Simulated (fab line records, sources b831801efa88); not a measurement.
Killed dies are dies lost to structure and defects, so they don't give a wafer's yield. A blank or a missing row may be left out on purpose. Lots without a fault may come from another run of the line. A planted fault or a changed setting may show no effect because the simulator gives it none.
Problem report in the 8D (eight disciplines) form, filled by code | flow sky130 | the parts of the form that need people (team, actions taken, sign-off) are left out

1. THE PROBLEM
killed_at_front_end at SKY_PAD_OPEN_PROBE_99 reads a mean of 48 on 6 wafers of 2 lots; wafers without a fault read 14 with a standard deviation of 3.7. That is +9.1 standard deviations from the usual mean.
First seen on wafer L899.2, day 49 13:21, on prober-01. The record holds 15 wafers of 5 lots with a number at this step. Rule for "out", or "out of limits": more than 4 standard deviations from the usual mean. The other wafers with a number count as sound.

2. WHAT IT IS AND WHAT IT IS NOT
question                    | is                     | is not
which readings at this step | killed_at_front_end    | killed_at_M0_to_M3, killed_at_M4_up, killed_at_contacts, killed_open, killed_short
which lots                  | L899, L900             | L883, L893, L898
which wafers of those lots  | all that have a number | -
read on which tools         | prober-01, prober-02   | -
when                        | from day 49 13:21      | up to then (9 sound wafers)

3. SUSPECTS, AND WHAT RULES EACH OUT
Counting: a tool at a process step up to the reading stays a suspect if it ran every lot that is out and no sound lot after the first of them.
- wet_bench-03 at SKY_NWELL_CLEAN_27 (cleans in SC1/SC2, time 150 s): kept. It ran every lot that is out, first L899 (day 9 07:11), and no sound lot after that; its last sound lot up to then is L898 (day 9 02:20).
Left after counting: wet_bench-03 at SKY_NWELL_CLEAN_27.

4. THE CAUSE (what the simulator had put in)
Chamber particle source: wet_bench-03, from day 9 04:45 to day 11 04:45, at SKY_NWELL_CLEAN_27. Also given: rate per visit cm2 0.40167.
Counting left only this tool.

5. THE CHAIN OF EFFECTS, in route order
Each row: a reading whose mean over the struck wafers that have a number lies more than 3 standard deviations from the usual. Only readings for which the record gives a usual standard deviation are gone through. hours: the time from each lot's start at the first step in this table that gives one to its start at this step, as a median over the lots. sigmas: the change in usual standard deviations.
hours | step                  | reading             | usual | on struck wafers | change | sigmas
0     | SKY_PAD_OPEN_PROBE_99 | killed_at_front_end | 14    | 48               | +34    | +9.1
0     | SKY_PAD_OPEN_PROBE_99 | killed_dies         | 86    | 117              | +31    | +3.5
The process steps in it:
- SKY_PAD_OPEN_PROBE_99

6. WHAT WOULD HAVE CAUGHT IT SOONER
In this record the first reading out of limits was taken at day 49 13:21, 969 hours after the fault began at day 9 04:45.
All the lots that are out (2) had begun SKY_NWELL_CLEAN_27 on wet_bench-03 by day 49 13:21. A hold on the tool at that time would have spared none of them.
